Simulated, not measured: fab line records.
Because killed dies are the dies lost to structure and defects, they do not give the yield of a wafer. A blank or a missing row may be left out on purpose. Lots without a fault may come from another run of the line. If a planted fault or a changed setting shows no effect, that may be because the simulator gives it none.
A single fault, viewed from 2 desks | flow gf180mcu | each desk has only its own numbers; what lay behind them comes last

== AT THE TOOL OWNER'S DESK: pvd_sputter-03 ==
The tool's own readings at GF_MIM_SPUTTER_02 (material AlCu, target thk 450 nm, time 23.9 s): means of the sampled wafers that have a number, for each lot that ran on this tool. The brackets show how far a lot's mean lies from the usual mean; more than 4 standard deviations puts the lot out of limits, marked OUT.
Columns: A = throttle_valve_pct at GF_MIM_SPUTTER_02, usual 30.1 %
lot  | first seen here | A
L650 | day 26 08:49    | 29.8
L657 | day 28 10:52    | 31.0
This desk's verdict: no lot among the 2 shows anything out of limits.

== THE METROLOGY DESK ==
What the gauges read for every lot (on any tool): the sampled wafers with a number, averaged. The brackets show how far a lot's mean lies from the usual mean; more than 4 standard deviations puts the lot out of limits, marked OUT.
Columns: A = V4_W_RS at GF_V4_RS_MEAS_24, usual 0.333 ohm/sq; B = V4_W_THK at GF_V4_THK_MEAS_25, usual 339 nm
lot  | first seen here | A     | B
L648 | day 25 13:14    | 0.333 | 341
L650 | day 26 08:13    | 0.339 | 334
L656 | day 27 22:57    | 0.328 | 341
L657 | day 28 10:16    | 0.330 | 342
L659 | day 29 03:06    | 0.328 | 342
This desk's verdict: no lot among the 5 shows anything out of limits.

== BROUGHT TOGETHER ==
The tool owner's desk saw nothing out of limits.
Metrology desk: nothing out of limits seen.

== WHAT WAS PUT IN BY THE SIMULATOR ==
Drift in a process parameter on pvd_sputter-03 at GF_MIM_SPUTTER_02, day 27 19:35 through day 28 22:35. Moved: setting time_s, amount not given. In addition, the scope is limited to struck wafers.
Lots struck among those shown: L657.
